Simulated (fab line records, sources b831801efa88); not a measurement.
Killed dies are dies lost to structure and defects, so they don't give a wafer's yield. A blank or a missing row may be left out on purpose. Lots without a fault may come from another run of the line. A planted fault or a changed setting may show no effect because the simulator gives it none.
Problem report in the 8D (eight disciplines) form, filled by code | flow sky130 | the parts of the form that need people (team, actions taken, sign-off) are left out

1. THE PROBLEM
developer_temp_C at SKY_SD_P_DEVELOP_06 reads a mean of 20.71 C on 6 wafers of 2 lots; wafers without a fault read 22.99 C with a standard deviation of 0.099. That is -23 standard deviations from the usual mean.
The step: develop time 60 s.
First seen on wafer L623.2, day 28 21:46, on litho_track-01. The record holds 18 wafers of 6 lots with a number at this step. Rule for "out", or "out of limits": more than 4 standard deviations from the usual mean. The other wafers with a number count as sound.

2. WHAT IT IS AND WHAT IT IS NOT
question                    | is                     | is not
which readings at this step | developer_temp_C       | -
which lots                  | L623, L624             | L628, L633, L636, L637
which wafers of those lots  | all that have a number | -
read on which tools         | litho_track-01         | litho_track-03, litho_track-04
when                        | from day 28 21:46      | up to then (0 sound wafers); but 12 sound wafers of L628, L633, L636, L637 came after

3. SUSPECTS, AND WHAT RULES EACH OUT
Counting: a tool at a process step up to the reading stays a suspect if it ran every lot that is out and no sound lot after the first of them.
- litho_track-01 at SKY_SD_P_DEVELOP_06 (develop time 60 s): ruled out as a lasting fault. Sound lots L637 ran on it after its first lot that is out, L623 (day 28 21:46).
Left after counting: nothing in the record.

4. THE CAUSE (what the simulator had put in)
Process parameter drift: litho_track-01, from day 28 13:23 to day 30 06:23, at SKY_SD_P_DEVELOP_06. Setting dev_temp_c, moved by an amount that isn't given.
Counting ruled it out, wrongly.

5. THE CHAIN OF EFFECTS, in route order
Each row: a reading whose mean over the struck wafers that have a number lies more than 3 standard deviations from the usual. Only readings for which the record gives a usual standard deviation are gone through. hours: the time from each lot's start at the first step in this table that gives one to its start at this step, as a median over the lots. sigmas: the change in usual standard deviations.
hours | step                | reading          | usual   | on struck wafers | change | sigmas
0     | SKY_SD_P_DEVELOP_06 | developer_temp_C | 22.99 C | 20.71            | -2.28  | -23
The process steps in it:
- SKY_SD_P_DEVELOP_06: develop time 60 s.
Later measuring or inspecting steps at which every struck wafer that the step has a row for has a number for every such reading, and none has moved that far: SKY_SD_P_CD_MEAS_07.

6. WHAT WOULD HAVE CAUGHT IT SOONER
In this record the first reading out of limits was taken at day 28 21:46, 8 hours after the fault began at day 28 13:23.
